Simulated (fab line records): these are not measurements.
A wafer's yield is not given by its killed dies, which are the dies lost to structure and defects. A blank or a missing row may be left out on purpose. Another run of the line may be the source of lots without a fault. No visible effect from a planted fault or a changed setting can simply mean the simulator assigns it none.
fab line records | flow sky130
[record] lots = 11 | wafers = 33 | lastDay = 50
route steps=708 shown CONTACT@430 METAL1@436 PAD_OPEN@708
lots untouched by any fault: they come from a run of this same line in which no faults occurred
startH: hours from the record's opening day to when the first of the lot's shown wafers began | waitH: how many hours have passed since the lot's step before this one | " repeats the value in the row above | L1.1+2: a row that stands for several wafers | - either no value or no given start | * or withheld: withheld | < > ~ a bound
route shown NAME@n: a module of which the file shows steps, and the number in the route of the first | usual: average and standard deviation across the fault-free wafers | same: alike in all rows | chamber/n: place in a boat | sites: each site's reading | _std_site: their standard deviation | _edge_site: the outer-site mean with the inner-site mean subtracted | radiusMm: how far each site lies from the wafer's centre | mask NAME#n: copy n | behind: the tool/chamber that last shaped the wafer | hold: what put the lot on hold/how long, in hours/how the hold closed | device: names the non-switching transistor (n, p or np) | end of line: the tests these same wafers got at the end of their route | a step without rows: its recipe alone | killed: dies lost to structure and defects at the first sort, not the wafer's yield | map: dies across one wafer; x = killed, . = not, _ = none there
set.NAME: the setting the step ran with; set.NAME@STEP: the setting that earlier step ran with | model.NAME: the simulator's own value behind a step, which no gauge read
one table for each step of the route and one row for each wafer, over a sample of lots
services: from which hour (startH, from the record's first day; less than 0 if before it) a tool's chamber was out of use, for how many hours, and why
[[steps]]
[step SKY_CONTACT_CVD_24]
[recipe] material = W | targetThkNm = 340 | timeS = 102.12 | tempC = 400 | pressureTorr = 40
[usual] heaterPowerW = 888/62
lot.wafer | tool    | chamber | startH | waitH | heaterPowerW
L758.3    | cvdW-02 | 1       | 757.38 | 0.1   | 936
L758.4    | "       | 0       | "      | "     | 872
L758.5    | "       | 0       | "      | "     | 851
L759.1    | cvdW-01 | 0       | 766.46 | 0.0   | 783
L759.2    | "       | 1       | "      | "     | 909
L759.3    | "       | 0       | "      | "     | 767
L760.2    | cvdW-02 | 1       | 782.22 | 0.0   | 983
L760.3    | "       | 1       | "      | "     | 949
L760.4    | "       | 0       | "      | "     | 884
L761.2    | cvdW-02 | 1       | 794.06 | 0.0   | 940
L761.3    | "       | 1       | "      | "     | 980
L761.6    | "       | 0       | "      | "     | 856
L764.1    | cvdW-02 | 1       | 799.09 | 0.0   | 964
L764.2    | "       | 0       | "      | "     | 862
L764.3    | "       | 1       | "      | "     | 961
L768.1    | cvdW-01 | 1       | 829.02 | 0.0   | 886
L768.2    | "       | 0       | "      | "     | 795
L768.5    | "       | 0       | "      | "     | 809
L769.1    | cvdW-02 | 0       | 835.34 | 0.0   | 887
L769.2    | "       | 1       | "      | "     | 961
L769.3    | "       | 1       | "      | "     | 951
L773.4    | cvdW-01 | 1       | 882.72 | 0.1   | 902
L773.5    | "       | 1       | "      | "     | 898
L773.6    | "       | 1       | "      | "     | 919
L774.2    | cvdW-02 | 0       | 885.33 | 0.0   | 878
L774.5    | "       | 1       | "      | "     | 982
L774.6    | "       | 0       | "      | "     | 868
L777.4    | cvdW-01 | 0       | 896.37 | 0.1   | 796
L777.5    | "       | 0       | "      | "     | 787
L777.6    | "       | 1       | "      | "     | 913
L778.2    | cvdW-01 | 1       | 904.39 | 0.0   | 915
L778.3    | "       | 0       | "      | "     | 804
L778.4    | "       | 1       | "      | "     | 909
[step SKY_METAL1_SPUTTER_02]
[recipe] material = AlCu | targetThkNm = 250 | powerW = 10600 | timeS = 13.3 | chamberPressurePa = 0.4
[usual] chamberPressurePa = 0.3999/0.00081 | throttleValvePct = 29.7/0.94
lot.wafer | tool          | chamber | startH | waitH | chamberPressurePa | throttleValvePct
L758.3    | pvdSputter-03 | -       | 757.98 | 0.0   | 0.3997            | 27.8
L758.4    | "             | -       | "      | "     | 0.4015            | 29.2
L758.5    | "             | -       | "      | "     | 0.4014            | 28.8
L759.1    | pvdSputter-03 | -       | 767.10 | 0.0   | 0.4001            | 30.8
L759.2    | "             | -       | "      | "     | 0.4009            | 28.8
L759.3    | "             | -       | "      | "     | 0.3985            | 28.4
L760.2    | pvdSputter-03 | -       | 782.86 | 0.0   | 0.4008            | 29.5
L760.3    | "             | -       | "      | "     | 0.4015            | 31.2
L760.4    | "             | -       | "      | "     | 0.4004            | 28.2
L761.2    | pvdSputter-01 | -       | 794.70 | 0.0   | 0.3988            | 30.3
L761.3    | "             | -       | "      | "     | 0.3992            | 30.2
L761.6    | "             | -       | "      | "     | 0.3997            | 30.1
L764.1    | pvdSputter-03 | -       | 799.73 | 0.0   | 0.4002            | 31.2
L764.2    | "             | -       | "      | "     | 0.4001            | 29.3
L764.3    | "             | -       | "      | "     | 0.4002            | 28.7
L768.1    | pvdSputter-01 | -       | 829.66 | 0.0   | 0.3981            | 29.5
L768.2    | "             | -       | "      | "     | 0.4003            | 30.7
L768.5    | "             | -       | "      | "     | 0.4006            | 30.3
L769.1    | pvdSputter-04 | -       | 835.97 | 0.0   | 0.4003            | 29.6
L769.2    | "             | -       | "      | "     | 0.4000            | 29.9
L769.3    | "             | -       | "      | "     | 0.3998            | 28.3
L773.4    | pvdSputter-01 | -       | 883.35 | 0.0   | 0.4007            | 29.6
L773.5    | "             | -       | "      | "     | 0.4002            | 29.5
L773.6    | "             | -       | "      | "     | 0.4009            | 30.7
L774.2    | pvdSputter-01 | -       | 885.97 | 0.0   | 0.4010            | 29.6
L774.5    | "             | -       | "      | "     | 0.4001            | 30.0
L774.6    | "             | -       | "      | "     | 0.3999            | 30.3
L777.4    | pvdSputter-04 | -       | 896.97 | 0.0   | 0.4003            | 30.1
L777.5    | "             | -       | "      | "     | 0.4004            | 30.0
L777.6    | "             | -       | "      | "     | 0.3994            | 28.5
L778.2    | pvdSputter-01 | -       | 905.03 | 0.0   | 0.3997            | 30.7
L778.3    | "             | -       | "      | "     | 0.3987            | 30.8
L778.4    | "             | -       | "      | "     | 0.3997            | 30.0
[step SKY_METAL1_SPUTTER_04]
[recipe] material = TiN | targetThkNm = 70 | powerW = 6500 | timeS = 58.3 | chamberPressurePa = 0.4
[usual] chamberPressurePa = 0.4001/0.00086 | throttleValvePct = 29.7/0.94
lot.wafer | tool          | chamber | startH | waitH | chamberPressurePa | throttleValvePct
L758.3    | pvdSputter-03 | -       | 758.02 | 0.0   | 0.3990            | 28.2
L758.4    | "             | -       | "      | "     | 0.4010            | 29.4
L758.5    | "             | -       | "      | "     | 0.4002            | 28.7
L759.1    | pvdSputter-03 | -       | 767.14 | 0.0   | 0.3992            | 31.2
L759.2    | "             | -       | "      | "     | 0.3987            | 29.3
L759.3    | "             | -       | "      | "     | 0.3999            | 28.5
L760.2    | pvdSputter-03 | -       | 782.90 | 0.0   | 0.4000            | 28.9
L760.3    | "             | -       | "      | "     | 0.3984            | 31.1
L760.4    | "             | -       | "      | "     | 0.3991            | 28.5
L761.2    | pvdSputter-01 | -       | 794.74 | 0.0   | 0.4006            | 30.2
L761.3    | "             | -       | "      | "     | 0.3991            | 30.2
L761.6    | "             | -       | "      | "     | 0.3996            | 30.1
L764.1    | pvdSputter-03 | -       | 799.77 | 0.0   | 0.3989            | 31.0
L764.2    | "             | -       | "      | "     | 0.4013            | 29.0
L764.3    | "             | -       | "      | "     | 0.4000            | 28.8
L768.1    | pvdSputter-01 | -       | 829.70 | 0.0   | 0.3996            | 29.4
L768.2    | "             | -       | "      | "     | 0.3996            | 30.7
L768.5    | "             | -       | "      | "     | 0.4007            | 30.2
L769.1    | pvdSputter-04 | -       | 836.02 | 0.0   | 0.3997            | 29.7
L769.2    | "             | -       | "      | "     | 0.4011            | 30.3
L769.3    | "             | -       | "      | "     | 0.3998            | 28.5
L773.4    | pvdSputter-01 | -       | 883.40 | 0.0   | 0.4010            | 29.4
L773.5    | "             | -       | "      | "     | 0.4020            | 29.2
L773.6    | "             | -       | "      | "     | 0.4001            | 30.9
L774.2    | pvdSputter-01 | -       | 886.01 | 0.0   | 0.4003            | 29.3
L774.5    | "             | -       | "      | "     | 0.4002            | 30.2
L774.6    | "             | -       | "      | "     | 0.3999            | 30.4
L777.4    | pvdSputter-04 | -       | 897.01 | 0.0   | 0.3995            | 30.2
L777.5    | "             | -       | "      | "     | 0.4002            | 29.9
L777.6    | "             | -       | "      | "     | 0.3995            | 28.3
L778.2    | pvdSputter-01 | -       | 905.07 | 0.0   | 0.3995            | 30.3
L778.3    | "             | -       | "      | "     | 0.4002            | 30.9
L778.4    | "             | -       | "      | "     | 0.3976            | 30.0
[step SKY_METAL1_ETCH_18]
[recipe] chemistry = N2/H2 | target = BARC | ionEnergyEv = 200 | biasW = 100 | pressureMtorr = 30 | n2FlowSccm = 100 | h2FlowSccm = 200 | icpW = 500 | stopOn = SiO2 | timeS = 45.9 | targetDepthA = 600
[usual] drypumpMotorCurrentA = 5.84/0.28 | oesProductAu = 0.855/0.0047 | rfFwdPowerW = 495.4/1.6 | throttleValvePct = 13.225/0.0098
lot.wafer | tool        | chamber | startH | waitH | drypumpMotorCurrentA | oesProductAu | rfFwdPowerW | rfHoursCounterH | throttleValvePct
L758.3    | rieMetal-03 | 1       | 785.16 | 0.0   | 5.83                 | 0.854        | 494.3       | -               | 13.231
L758.4    | "           | 0       | "      | "     | 6.03                 | 0.853        | 495.5       | -               | 13.227
L758.5    | "           | 1       | "      | "     | 5.86                 | 0.855        | 494.5       | -               | 13.231
L759.1    | rieMetal-03 | 1       | 793.72 | 0.1   | 5.81                 | 0.858        | 495.4       | 0               | 13.219
L759.2    | "           | 1       | "      | "     | 5.78                 | 0.853        | 494.4       | -               | 13.237
L759.3    | "           | 1       | "      | "     | 5.79                 | 0.852        | 495.5       | -               | 13.217
L760.2    | rieMetal-04 | 0       | 809.44 | 0.0   | 5.97                 | 0.859        | 493.7       | 6               | 13.225
L760.3    | "           | 1       | "      | "     | 5.95                 | 0.857        | 496.2       | -               | 13.242
L760.4    | "           | 0       | "      | "     | 5.95                 | 0.857        | 495.1       | -               | 13.240
L761.2    | rieMetal-03 | 0       | 821.04 | 0.0   | 6.02                 | 0.863        | 494.7       | 1               | 13.206
L761.3    | "           | 1       | "      | "     | 5.83                 | 0.846        | 497.4       | -               | 13.222
L761.6    | "           | 1       | "      | "     | 5.83                 | 0.849        | 495.6       | -               | 13.220
L764.1    | rieMetal-03 | 0       | 825.39 | 0.0   | 6.00                 | 0.860        | 492.4       | 1               | 13.225
L764.2    | "           | 1       | "      | "     | 5.79                 | 0.854        | 491.5       | 2               | 13.219
L764.3    | "           | 1       | "      | "     | 5.78                 | 0.864        | 493.4       | -               | 13.219
L768.1    | rieMetal-03 | 0       | 855.79 | 0.0   | 6.02                 | 0.860        | 696.8       | 2               | 13.215
L768.2    | "           | 1       | "      | "     | 5.80                 | 0.856        | 697.2       | 3               | 13.215
L768.5    | "           | 0       | "      | "     | 5.99                 | 0.857        | 699.0       | -               | 13.219
L769.1    | rieMetal-03 | 0       | 862.17 | 0.1   | 6.01                 | 0.854        | 693.0       | 2               | 13.218
L769.2    | "           | 0       | "      | "     | 6.02                 | 0.853        | 694.6       | -               | 13.245
L769.3    | "           | 0       | "      | "     | 6.02                 | 0.857        | 693.6       | -               | 13.205
L773.4    | rieMetal-01 | 0       | 908.92 | 0.0   | 5.14                 | 0.855        | 495.2       | -               | 13.234
L773.5    | "           | 1       | "      | "     | 5.98                 | 0.849        | 493.0       | -               | 13.213
L773.6    | "           | 0       | "      | "     | 5.14                 | 0.862        | 494.4       | -               | 13.224
L774.2    | rieMetal-04 | 0       | 911.14 | 0.0   | 5.96                 | 0.855        | 494.7       | 10              | 13.212
L774.5    | "           | 0       | "      | "     | 5.94                 | 0.854        | 494.7       | -               | 13.195
L774.6    | "           | 1       | "      | "     | 5.97                 | 0.855        | 497.2       | -               | 13.226
L777.4    | rieMetal-01 | 0       | 922.06 | 0.0   | 5.12                 | 0.855        | 494.4       | -               | 13.227
L777.5    | "           | 0       | "      | "     | 5.12                 | 0.855        | 496.5       | -               | 13.226
L777.6    | "           | 1       | "      | "     | 5.99                 | 0.854        | 497.6       | -               | 13.234
L778.2    | rieMetal-01 | 0       | 929.84 | 0.0   | 5.16                 | 0.851        | 500.1       | 10              | 13.232
L778.3    | "           | 1       | "      | "     | 5.98                 | 0.849        | 495.4       | -               | 13.215
L778.4    | "           | 0       | "      | "     | 5.17                 | 0.846        | 497.4       | -               | 13.207
[step SKY_METAL1_STRIP_20]
[recipe] chemistry = O2/N2 | powerW = 1400 | pressureMtorr = 1500 | platenTempC = withheld | o2FlowSccm = 3000 | n2FlowSccm = 300 | overashFraction = 0.5
[usual] drypumpMotorCurrentA = 5.8/0.36 | oesProductAu = 0.343/0.0049 | stripTimeToEndpointS = 2.69/0.036
lot.wafer | tool           | chamber | startH | waitH | drypumpMotorCurrentA | oesProductAu | rfHoursCounterH | stripTimeToEndpointS
L758.3    | plasmaAsher-03 | 1       | 785.32 | 0.1   | 6.2                  | 0.335        | -               | 2.63
L758.4    | "              | 0       | "      | "     | 6.2                  | 0.341        | -               | 2.67
L758.5    | "              | 0       | "      | "     | 6.2                  | 0.335        | -               | 2.65
L759.1    | plasmaAsher-01 | 1       | 794.03 | 0.1   | 5.5                  | 0.338        | 5               | 2.65
L759.2    | "              | 0       | "      | "     | 5.3                  | 0.335        | 5               | 2.63
L759.3    | "              | 0       | "      | "     | 5.3                  | 0.341        | -               | 2.64
L760.2    | plasmaAsher-04 | 0       | 809.59 | 0.1   | 5.7                  | 0.339        | 38              | 2.74
L760.3    | "              | 0       | "      | "     | 5.7                  | 0.343        | -               | 2.67
L760.4    | "              | 1       | "      | "     | 6.0                  | 0.351        | -               | 2.74
L761.2    | plasmaAsher-01 | 0       | 821.19 | 0.1   | 5.3                  | 0.352        | 8               | 2.72
L761.3    | "              | 1       | "      | "     | 5.5                  | 0.331        | -               | 2.65
L761.6    | "              | 1       | "      | "     | 5.5                  | 0.348        | -               | 2.67
L764.1    | plasmaAsher-03 | 1       | 825.54 | 0.1   | 6.2                  | 0.344        | 97              | 2.76
L764.2    | "              | 0       | "      | "     | 6.1                  | 0.336        | 97              | 2.61
L764.3    | "              | 1       | "      | "     | 6.2                  | 0.342        | -               | 2.65
L768.1    | plasmaAsher-03 | 0       | 855.94 | 0.1   | 6.1                  | 0.343        | 100             | 2.57
L768.2    | "              | 1       | "      | "     | 6.2                  | 0.329        | 100             | 2.47
L768.5    | "              | 1       | "      | "     | 6.2                  | 0.339        | -               | 2.56
L769.1    | plasmaAsher-01 | 0       | 862.48 | 0.1   | 5.3                  | 0.338        | 12              | 2.58
L769.2    | "              | 1       | "      | "     | 5.5                  | 0.338        | 12              | 2.52
L769.3    | "              | 1       | "      | "     | 5.5                  | 0.350        | -               | 2.56
L773.4    | plasmaAsher-04 | 1       | 909.09 | 0.1   | 6.0                  | 0.348        | -               | 2.74
L773.5    | "              | 0       | "      | "     | 5.7                  | 0.337        | -               | 2.73
L773.6    | "              | 1       | "      | "     | 6.0                  | 0.340        | -               | 2.71
L774.2    | plasmaAsher-03 | 1       | 911.29 | 0.1   | 6.2                  | 0.341        | 106             | 2.71
L774.5    | "              | 0       | "      | "     | 6.2                  | 0.342        | -               | 2.70
L774.6    | "              | 1       | "      | "     | 6.2                  | 0.342        | -               | 2.67
L777.4    | plasmaAsher-01 | 0       | 922.23 | 0.1   | 5.3                  | 0.343        | -               | 2.67
L777.5    | "              | 0       | "      | "     | 5.3                  | 0.344        | -               | 2.71
L777.6    | "              | 1       | "      | "     | 5.5                  | 0.341        | -               | 2.72
L778.2    | plasmaAsher-03 | 1       | 929.99 | 0.1   | 6.2                  | 0.336        | 108             | 2.69
L778.3    | "              | 0       | "      | "     | 6.2                  | 0.347        | -               | 2.75
L778.4    | "              | 1       | "      | "     | 6.1                  | 0.338        | -               | 2.69
[step SKY_PAD_OPEN_PROBE_99]
[usual] defectLimitedYield = 82.1/1.7 | killed_at_M0_to_M3 = 44/6.4 | killed_at_M4_up = 3.0/1.8 | killedAtContacts = 24/5 | killedAtFrontEnd = 16/4.3 | killedAtOther = 0.4/0.76 | killedDies = 88/8.6 | killedOnRim = 18/4 | killedOpen = 47/7.2 | killedShort = 40/5.5 | sort_bin_3_pad_short = 0.9/0.44 | sort_bin_5_function = 10.6/1.5 | sort_bin_6_memory = 6.4/1.2 | sortNPass = 404/8.6 | sortYieldPct = 82.1/1.7
[same] grossDies = 492 | killedAtBackSide = 0 | sort_bin_4_leakage[%] = 0 | sort_bin_8_speed[%] = 0
lot.wafer | tool      | chamber | startH  | waitH | defectLimitedYield[%] | killed_at_M0_to_M3 | killed_at_M4_up | killedAtContacts | killedAtFrontEnd | killedAtOther | killedDies | killedOnRim | killedOpen | killedShort | sort_bin_3_pad_short[%] | sort_bin_5_function[%] | sort_bin_6_memory[%] | sortNPass | sortYieldPct[%]
L764.1    | prober-02 | -       | 1124.90 | 0.1   | 83.3                  | 38                 | 3               | 23               | 18               | 0             | 82         | 21          | 40         | 42          | 1.8                     | 9.3                    | 5.5                  | 410       | 83.3
L764.2    | prober-02 | -       | 1124.95 | 0.1   | 82.9                  | 51                 | 2               | 21               | 10               | 0             | 84         | 17          | 40         | 44          | 1.0                     | 9.6                    | 6.5                  | 408       | 82.9
L764.3    | prober-02 | -       | 1125.00 | 0.2   | 80.1                  | 56                 | 4               | 24               | 14               | 0             | 98         | 23          | 48         | 49          | 1.6                     | 11.8                   | 6.5                  | 394       | 80.1
L768.1    | prober-02 | -       | 1142.95 | 0.1   | 83.9                  | 37                 | 1               | 32               | 9                | 0             | 79         | 25          | 38         | 41          | 1.0                     | 10.0                   | 5.1                  | 413       | 83.9
L768.2    | prober-02 | -       | 1143.00 | 0.1   | 82.7                  | 38                 | 3               | 31               | 12               | 1             | 85         | 17          | 40         | 45          | 1.6                     | 12.2                   | 3.5                  | 407       | 82.7
L768.5    | prober-02 | -       | 1143.15 | 0.2   | 81.5                  | 48                 | 2               | 22               | 18               | 1             | 91         | 20          | 46         | 45          | 1.0                     | 10.2                   | 7.3                  | 401       | 81.5
L769.1    | prober-01 | -       | 1149.52 | 0.1   | 80.9                  | 54                 | 5               | 19               | 16               | 0             | 94         | 19          | 43         | 50          | 0.4                     | 11.8                   | 6.9                  | 398       | 80.9
L769.2    | prober-01 | -       | 1149.57 | 0.1   | 81.5                  | 44                 | 4               | 23               | 20               | 0             | 91         | 13          | 44         | 46          | 2.0                     | 9.3                    | 7.1                  | 401       | 81.5
L769.3    | prober-01 | -       | 1149.62 | 0.2   | 79.9                  | 54                 | 1               | 26               | 17               | 1             | 99         | 20          | 58         | 40          | 0.8                     | 13.2                   | 6.1                  | 393       | 79.9
L773.4    | prober-02 | -       | 1180.32 | 0.2   | 81.9                  | 51                 | 0               | 25               | 13               | 0             | 89         | 14          | 48         | 41          | 0.6                     | 11.4                   | 6.1                  | 403       | 81.9
L773.5    | prober-02 | -       | 1180.37 | 0.2   | 79.3                  | 51                 | 6               | 30               | 15               | 0             | 102        | 27          | 59         | 43          | 0.6                     | 12.2                   | 7.9                  | 390       | 79.3
L773.6    | prober-02 | -       | 1180.42 | 0.2   | 82.7                  | 37                 | 2               | 28               | 18               | 0             | 85         | 18          | 50         | 35          | 0.6                     | 10.8                   | 5.9                  | 407       | 82.7
L774.2    | prober-02 | -       | 1182.48 | 0.1   | 83.1                  | 51                 | 1               | 21               | 10               | 0             | 83         | 17          | 46         | 37          | 1.2                     | 9.3                    | 6.3                  | 409       | 83.1
L774.5    | prober-02 | -       | 1182.63 | 0.2   | 82.1                  | 49                 | 4               | 17               | 17               | 1             | 88         | 17          | 47         | 39          | 1.6                     | 11.0                   | 5.3                  | 404       | 82.1
L774.6    | prober-02 | -       | 1182.68 | 0.2   | 82.7                  | 48                 | 4               | 18               | 15               | 0             | 85         | 20          | 50         | 34          | 0.2                     | 9.3                    | 7.7                  | 407       | 82.7
// killed by level:class
L764.1 CONTACT:geometricParticle:open=8 LOCAL_INTERCONNECT:geometricParticle:short=7 VIA1:geometricParticle:open=7 VIA3:geometricParticle:open=6 FIELD_ISO:geometricParticle:short=5 POLY_GATE:geometricParticle:open=5 POLY_GATE:geometricParticle:short=5 LI_CONTACT:geometricParticle:open=4
L764.2 VIA1:geometricParticle:open=12 VIA3:geometricParticle:open=10 CONTACT:geometricParticle:open=8 VIA1:geometricParticle:short=6 METAL1:geometricParticle:short=5 METAL2:geometricParticle:short=5 VIA2:geometricParticle:short=5 LI_CONTACT:geometricParticle:open=4
L764.3 VIA1:geometricParticle:open=17 CONTACT:geometricParticle:open=8 LOCAL_INTERCONNECT:geometricParticle:short=7 POLY_GATE:geometricParticle:short=5 METAL2:geometricParticle:short=5 LI_CONTACT:geometricParticle:open=5 VIA3:geometricParticle:open=5 VIA1:geometricParticle:short=5
L768.1 CONTACT:geometricParticle:open=8 METAL1:geometricParticle:short=8 LOCAL_INTERCONNECT:geometricParticle:short=7 CONTACT:geometricParticle:short=7 VIA1:geometricParticle:short=7 VIA3:geometricParticle:open=6 LI_CONTACT:geometricParticle:open=5 VIA1:geometricParticle:open=4
L768.2 CONTACT:geometricParticle:open=10 VIA2:geometricParticle:open=9 CONTACT:geometricParticle:short=8 METAL2:geometricParticle:short=7 FIELD_ISO:geometricParticle:short=5 LI_CONTACT:geometricParticle:open=5 VIA1:geometricParticle:open=5 METAL3:geometricParticle:short=5
L768.5 VIA1:geometricParticle:open=10 VIA2:geometricParticle:open=10 LI_CONTACT:geometricParticle:open=8 METAL1:geometricParticle:short=7 CONTACT:geometricParticle:open=6 POLY_GATE:geometricParticle:short=6 METAL3:geometricParticle:short=6 LOCAL_INTERCONNECT:geometricParticle:short=5
L769.1 VIA2:geometricParticle:open=8 METAL1:geometricParticle:short=7 VIA3:geometricParticle:open=7 VIA1:geometricParticle:open=7 CONTACT:geometricParticle:open=6 METAL2:geometricParticle:short=6 POLY_GATE:geometricParticle:short=5 VIA1:geometricParticle:short=5
L769.2 VIA1:geometricParticle:open=9 FIELD_ISO:geometricParticle:short=8 CONTACT:geometricParticle:open=8 LI_CONTACT:geometricParticle:open=7 VIA1:geometricParticle:short=6 METAL2:geometricParticle:short=6 VIA2:geometricParticle:open=6 METAL1:geometricParticle:short=5
L769.3 CONTACT:geometricParticle:open=13 VIA1:geometricParticle:open=11 LI_CONTACT:geometricParticle:open=9 VIA1:geometricParticle:short=8 METAL2:geometricParticle:short=7 VIA2:geometricParticle:open=7 VIA3:geometricParticle:open=7 FIELD_ISO:geometricParticle:open=5
L773.4 CONTACT:geometricParticle:open=11 METAL2:geometricParticle:short=9 VIA3:geometricParticle:open=8 VIA1:geometricParticle:open=6 VIA1:geometricParticle:short=6 VIA2:geometricParticle:short=6 VIA2:geometricParticle:open=5 LI_CONTACT:geometricParticle:open=5
L773.5 CONTACT:geometricParticle:open=12 VIA1:geometricParticle:open=11 LI_CONTACT:geometricParticle:open=10 VIA1:geometricParticle:short=9 METAL1:geometricParticle:short=8 VIA2:geometricParticle:open=6 METAL2:geometricParticle:short=5 VIA3:geometricParticle:open=5
L773.6 CONTACT:geometricParticle:open=9 VIA2:geometricParticle:open=9 LI_CONTACT:geometricParticle:open=8 FIELD_ISO:geometricParticle:open=7 METAL2:geometricParticle:short=6 LOCAL_INTERCONNECT:geometricParticle:short=6 VIA1:geometricParticle:open=6 CONTACT:geometricParticle:short=5
L774.2 VIA1:geometricParticle:open=14 CONTACT:geometricParticle:open=8 VIA1:geometricParticle:short=7 LI_CONTACT:geometricParticle:open=6 VIA2:geometricParticle:open=6 VIA3:geometricParticle:open=5 LOCAL_INTERCONNECT:geometricParticle:short=4 VIA3:geometricParticle:short=4
L774.5 VIA2:geometricParticle:open=9 METAL1:geometricParticle:short=8 VIA1:geometricParticle:open=8 VIA2:geometricParticle:short=7 VIA3:geometricParticle:open=7 FIELD_ISO:geometricParticle:open=6 LI_CONTACT:geometricParticle:open=6 CONTACT:geometricParticle:open=6
L774.6 VIA1:geometricParticle:open=15 CONTACT:geometricParticle:open=11 FIELD_ISO:geometricParticle:open=8 METAL1:geometricParticle:short=7 VIA3:geometricParticle:open=5 VIA1:geometricParticle:short=4 METAL2:geometricParticle:short=4 VIA2:geometricParticle:short=4
[[services]]
tool           | chamber | startH | hours | kind
plasmaAsher-01 | -       | 733.75 | 9.0   | pm
rieMetal-04    | 0       | 736.31 | 27.9  | repair
cvdW-02        | 1       | 747.85 | 2.0   | repair
pvdSputter-01  | 3       | 754.22 | -     | consumableReplace:kit
pvdSputter-01  | 3       | 754.22 | 18.0  | scheduledDown
pvdSputter-01  | 3       | 754.22 | 18.0  | ventCycle
plasmaAsher-04 | -       | 787.64 | 0.7   | repair
pvdSputter-04  | -       | 793.85 | 1.6   | repair
pvdSputter-03  | 1       | 796.03 | -     | consumableReplace:kit
pvdSputter-03  | -       | 807.58 | 1.4   | repair
cvdW-01        | -       | 829.60 | 14.6  | pm
rieMetal-04    | -       | 834.19 | 1.8   | repair
rieMetal-04    | 0       | 835.49 | 5.0   | repair
rieMetal-04    | -       | 850.96 | 14.6  | pm
rieMetal-03    | 1       | 859.73 | 4.3   | repair
pvdSputter-03  | -       | 879.07 | 4.5   | repair
cvdW-01        | 0       | 879.55 | 10.1  | repair
plasmaAsher-01 | -       | 882.11 | 1.3   | repair
rieMetal-03    | -       | 884.77 | 4.0   | pm
cvdW-02        | -       | 904.00 | 14.0  | pm
rieMetal-04    | -       | 914.62 | 5.7   | repair
cvdW-01        | -       | 918.00 | 6.0   | pm
cvdW-01        | 1       | 926.91 | 3.8   | repair
pvdSputter-03  | -       | 928.79 | 0.6   | repair
[[key]]
[firstSign] step = SKY_METAL1_ETCH_18 | reading = rfFwdPowerW | direction = up | sigmas = 99+ | usual = 495.4 | struck = 695.7
[effect] step = SKY_METAL1_STRIP_20 | reading = stripTimeToEndpointS | direction = down | sigmas = 4.1 | usual = * | struck = *
metAt SKY_METAL1_ETCH_18
struckLots L768,L769
notActingAt SKY_CONTACT_CVD_24,SKY_METAL1_SPUTTER_02,SKY_METAL1_SPUTTER_04
onsetBetween 825.39 855.79
[fault] kind = processParameterDrift | tool = rieMetal-03 | chamber = - | onsetH = 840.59 | steps = SKY_METAL1_ETCH_18 | channel = icpW | offset = 200 | shape = step | endH = 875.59 | actsIn = theseRecipesOnly | stated = 500
